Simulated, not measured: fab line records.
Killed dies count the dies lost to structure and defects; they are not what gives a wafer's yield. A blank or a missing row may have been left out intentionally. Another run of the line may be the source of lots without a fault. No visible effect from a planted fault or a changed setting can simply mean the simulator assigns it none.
Which of the tools did it? :: flow gf180mcu :: Sampling: 14 lots, 42 wafers, 5 of 602 route steps

WHAT THE GAUGES READ, wafer by wafer
GF_DNWELL_TW_MEAS_09. Usual: for DNWELL_TW the level is 1348 and the standard deviation is 8.4.
lot: L702
measured: day 3 00:17
on: film_metro-03
DNWELL_TW: 1346 1343 1335
flag: 

lot: L704
measured: day 3 12:10
on: film_metro-03
DNWELL_TW: 1340 1337 1339
flag: 

lot: L706
measured: day 4 01:37
on: film_metro-01
DNWELL_TW: 1349 1352 1346
flag: 

lot: L705
measured: day 4 01:58
on: film_metro-01
DNWELL_TW: 1352 1354 1348
flag: 

lot: L707
measured: day 4 04:10
on: film_metro-04
DNWELL_TW: 1349 1345 1347
flag: 

lot: L709
measured: day 4 16:55
on: film_metro-03
DNWELL_TW: 1348 1342 1343
flag: 

lot: L710
measured: day 4 22:19
on: film_metro-01
DNWELL_TW: 1357 1353 1358
flag: 

lot: L711
measured: day 5 00:04
on: film_metro-01
DNWELL_TW: 1345 1340 1346
flag: 

lot: L712
measured: day 5 06:09
on: film_metro-01
DNWELL_TW: 1349 1355 1335
flag: 

lot: L713
measured: day 5 11:13
on: film_metro-04
DNWELL_TW: 1690 1685 1689
flag: OFF

lot: L715
measured: day 5 19:22
on: film_metro-03
DNWELL_TW: 1348 1346 1344
flag: 

lot: L718
measured: day 6 12:56
on: film_metro-04
DNWELL_TW: 1700 1690 1701
flag: OFF

lot: L719
measured: day 6 18:00
on: film_metro-04
DNWELL_TW: 1359 1357 1353
flag: 

lot: L724
measured: day 7 19:30
on: film_metro-01
DNWELL_TW: 1335 1341 1348
flag: 

GF_V1_BOW_MEAS_05. Usual: for V1_BOW the level is 84 um and the standard deviation is 7.7.
lot: L702
measured: day 17 04:29
on: film_metro-01
V1_BOW (um): 82 79 74
flag: 

lot: L704
measured: day 18 02:27
on: film_metro-01
V1_BOW (um): 81 84 81
flag: 

lot: L706
measured: day 18 23:47
on: film_metro-04
V1_BOW (um): 74 72 77
flag: 

lot: L705
measured: day 19 00:52
on: film_metro-04
V1_BOW (um): 72 90 81
flag: 

lot: L707
measured: day 19 16:21
on: film_metro-02
V1_BOW (um): 80 83 78
flag: 

lot: L709
measured: day 20 18:10
on: film_metro-04
V1_BOW (um): 97 94 86
flag: 

lot: L710
measured: day 21 04:04
on: film_metro-02
V1_BOW (um): 88 86 84
flag: 

lot: L711
measured: day 21 15:16
on: film_metro-01
V1_BOW (um): 89 93 93
flag: 

lot: L712
measured: day 21 15:37
on: film_metro-01
V1_BOW (um): 84 96 80
flag: 

lot: L713
measured: day 22 03:32
on: film_metro-02
V1_BOW (um): 78 71 77
flag: 

lot: L715
measured: day 22 13:50
on: film_metro-01
V1_BOW (um): 96 80 97
flag: 

lot: L718
measured: day 23 12:11
on: film_metro-04
V1_BOW (um): 88 78 81
flag: 

lot: L719
measured: day 23 19:06
on: film_metro-04
V1_BOW (um): 85 86 65
flag: 

lot: L724
measured: day 25 00:41
on: film_metro-01
V1_BOW (um): 86 82 94
flag: 

GF_V1_OVL_MEAS_15. Usual: for V1_OVL the level is 6 nm and the standard deviation is 6.4.
lot: L702
measured: day 18 03:53
on: overlay-02
V1_OVL (nm): 10 6 12
flag: 

lot: L704
measured: day 19 03:01
on: overlay-01
V1_OVL (nm): 16 15 13
flag: 

lot: L706
measured: day 20 00:40
on: overlay-02
V1_OVL (nm): -6 -2 -12
flag: 

lot: L705
measured: day 20 02:01
on: overlay-02
V1_OVL (nm): 13 6 8
flag: 

lot: L707
measured: day 20 17:19
on: overlay-02
V1_OVL (nm): 9 3 2
flag: 

lot: L709
measured: day 21 18:55
on: overlay-02
V1_OVL (nm): -4 -3 -1
flag: 

lot: L710
measured: day 22 04:01
on: overlay-01
V1_OVL (nm): 0 7 -2
flag: 

lot: L711
measured: day 22 14:26
on: overlay-01
V1_OVL (nm): 13 9 12
flag: 

lot: L712
measured: day 22 15:40
on: overlay-02
V1_OVL (nm): 0 -2 -2
flag: 

lot: L713
measured: day 23 03:19
on: overlay-02
V1_OVL (nm): 6 8 4
flag: 

lot: L715
measured: day 23 12:18
on: overlay-01
V1_OVL (nm): 8 16 14
flag: 

lot: L718
measured: day 24 10:11
on: overlay-02
V1_OVL (nm): -4 -7 -3
flag: 

lot: L719
measured: day 24 17:58
on: overlay-02
V1_OVL (nm): 2 5 -1
flag: 

lot: L724
measured: day 25 21:34
on: overlay-02
V1_OVL (nm): -4 2 0
flag: 

EACH LOT AND THE TOOL THAT RAN IT (in order: tool; ch and the chambers of the sampled wafers; start)
lot: L702
GF_DNWELL_IMPLANT_07: implanter-02 ch 0, day 3 00:04
GF_V1_CVD_02: pecvd-02 ch 0,1,2, day 17 04:01

lot: L704
GF_DNWELL_IMPLANT_07: implanter-02 ch 0, day 3 11:56
GF_V1_CVD_02: pecvd-02 ch 0,1, day 18 02:00

lot: L706
GF_DNWELL_IMPLANT_07: implanter-03 ch 0, day 4 01:22
GF_V1_CVD_02: pecvd-02 ch 0,1,2, day 18 23:10

lot: L705
GF_DNWELL_IMPLANT_07: implanter-03 ch 0, day 4 01:43
GF_V1_CVD_02: pecvd-01 ch 1,2, day 19 00:26

lot: L707
GF_DNWELL_IMPLANT_07: implanter-02 ch 0, day 4 03:55
GF_V1_CVD_02: pecvd-03 ch 1,2, day 19 15:52

lot: L709
GF_DNWELL_IMPLANT_07: implanter-03 ch 0, day 4 16:40
GF_V1_CVD_02: pecvd-02 ch 0,1, day 20 17:44

lot: L710
GF_DNWELL_IMPLANT_07: implanter-03 ch 0, day 4 22:05
GF_V1_CVD_02: pecvd-03 ch 0,2, day 21 03:37

lot: L711
GF_DNWELL_IMPLANT_07: implanter-03 ch 0, day 4 23:50
GF_V1_CVD_02: pecvd-03 ch 0,1, day 21 14:49

lot: L712
GF_DNWELL_IMPLANT_07: implanter-04 ch 0, day 5 05:54
GF_V1_CVD_02: pecvd-01 ch 0,1, day 21 15:11

lot: L713
GF_DNWELL_IMPLANT_07: implanter-02 ch 0, day 5 10:40
GF_V1_CVD_02: pecvd-02 ch 0,1,2, day 22 03:06

lot: L715
GF_DNWELL_IMPLANT_07: implanter-02 ch 0, day 5 19:07
GF_V1_CVD_02: pecvd-03 ch 0,1, day 22 13:24

lot: L718
GF_DNWELL_IMPLANT_07: implanter-02 ch 0, day 6 12:23
GF_V1_CVD_02: pecvd-02 ch 0,1,2, day 23 11:44

lot: L719
GF_DNWELL_IMPLANT_07: implanter-02 ch 0, day 6 17:45
GF_V1_CVD_02: pecvd-02 ch 0,1, day 23 18:38

lot: L724
GF_DNWELL_IMPLANT_07: implanter-04 ch 0, day 7 19:15
GF_V1_CVD_02: pecvd-03 ch 0,1,2, day 25 00:16
- GF_DNWELL_IMPLANT_07
- GF_V1_CVD_02: deposits SiO2 from TEOS, target thk 850 nm, time 94.851 s.

AS READ BY THE TOOLS THEMSELVES (means over the sampled wafers that have a number; for cases with no such wafer, the mark the record gives instead)
GF_DNWELL_IMPLANT_07. Usual: beam_on_s reads 10.01 s (standard deviation 0.2).
lot: L702
tool: implanter-02
beam_on_s (s): 10.14
flag: 

lot: L704
tool: implanter-02
beam_on_s (s): 10.05
flag: 

lot: L706
tool: implanter-03
beam_on_s (s): 9.90
flag: 

lot: L705
tool: implanter-03
beam_on_s (s): 9.96
flag: 

lot: L707
tool: implanter-02
beam_on_s (s): 9.96
flag: 

lot: L709
tool: implanter-03
beam_on_s (s): 9.84
flag: 

lot: L710
tool: implanter-03
beam_on_s (s): 10.17
flag: 

lot: L711
tool: implanter-03
beam_on_s (s): 9.96
flag: 

lot: L712
tool: implanter-04
beam_on_s (s): 9.97
flag: 

lot: L713
tool: implanter-02
beam_on_s (s): 9.99
flag: 

lot: L715
tool: implanter-02
beam_on_s (s): 10.08
flag: 

lot: L718
tool: implanter-02
beam_on_s (s): 10.07
flag: 

lot: L719
tool: implanter-02
beam_on_s (s): 10.07
flag: 

lot: L724
tool: implanter-04
beam_on_s (s): 10.21
flag: 

GF_V1_CVD_02. Usual: heater_power_w 687 W, standard deviation 100; rf_fwd_power_W 596.2 W, standard deviation 1.9.
lot: L702
tool: pecvd-02
heater_power_w (W): 673
rf_fwd_power_W (W): 594.6
flag: 

lot: L704
tool: pecvd-02
heater_power_w (W): 687
rf_fwd_power_W (W): 594.8
flag: 

lot: L706
tool: pecvd-02
heater_power_w (W): 688
rf_fwd_power_W (W): 595.2
flag: 

lot: L705
tool: pecvd-01
heater_power_w (W): 670
rf_fwd_power_W (W): 596.1
flag: 

lot: L707
tool: pecvd-03
heater_power_w (W): 841
rf_fwd_power_W (W): 596.4
flag: 

lot: L709
tool: pecvd-02
heater_power_w (W): 657
rf_fwd_power_W (W): 595.0
flag: 

lot: L710
tool: pecvd-03
heater_power_w (W): 702
rf_fwd_power_W (W): 597.3
flag: 

lot: L711
tool: pecvd-03
heater_power_w (W): 619
rf_fwd_power_W (W): 594.6
flag: 

lot: L712
tool: pecvd-01
heater_power_w (W): 696
rf_fwd_power_W (W): 597.9
flag: 

lot: L713
tool: pecvd-02
heater_power_w (W): 715
rf_fwd_power_W (W): 596.2
flag: 

lot: L715
tool: pecvd-03
heater_power_w (W): 611
rf_fwd_power_W (W): 596.2
flag: 

lot: L718
tool: pecvd-02
heater_power_w (W): 643
rf_fwd_power_W (W): 596.0
flag: 

lot: L719
tool: pecvd-02
heater_power_w (W): 670
rf_fwd_power_W (W): 598.4
flag: 

lot: L724
tool: pecvd-03
heater_power_w (W): 708
rf_fwd_power_W (W): 595.8
flag: 

THE ANSWER, worked out from the rows above alone
Rule: a lot is off if the mean of its wafers that have a number lies more than 3 standard deviations from the usual mean. A lot without any number at a reading at which 4 lots or more have one is off too. All remaining lots with rows at the step are treated as sound. The gauges are gone through in route order, then the tools' own readings, and for those a lot's mean is taken as printed above. At the first step where some lot is off, the reading lying furthest off is the one used; lots without a number count as furthest.
Off: at GF_DNWELL_TW_MEAS_09 (DNWELL_TW), L713, L718.
If a tool, at a process step before that reading, ran all the lots that are off and no sound lot after the first of them, it fits. Gauges at GF_DNWELL_TW_MEAS_09: tried the same way as those tools. Not one of the candidates tried fits.

WHAT THE SIMULATOR HAD PUT IN
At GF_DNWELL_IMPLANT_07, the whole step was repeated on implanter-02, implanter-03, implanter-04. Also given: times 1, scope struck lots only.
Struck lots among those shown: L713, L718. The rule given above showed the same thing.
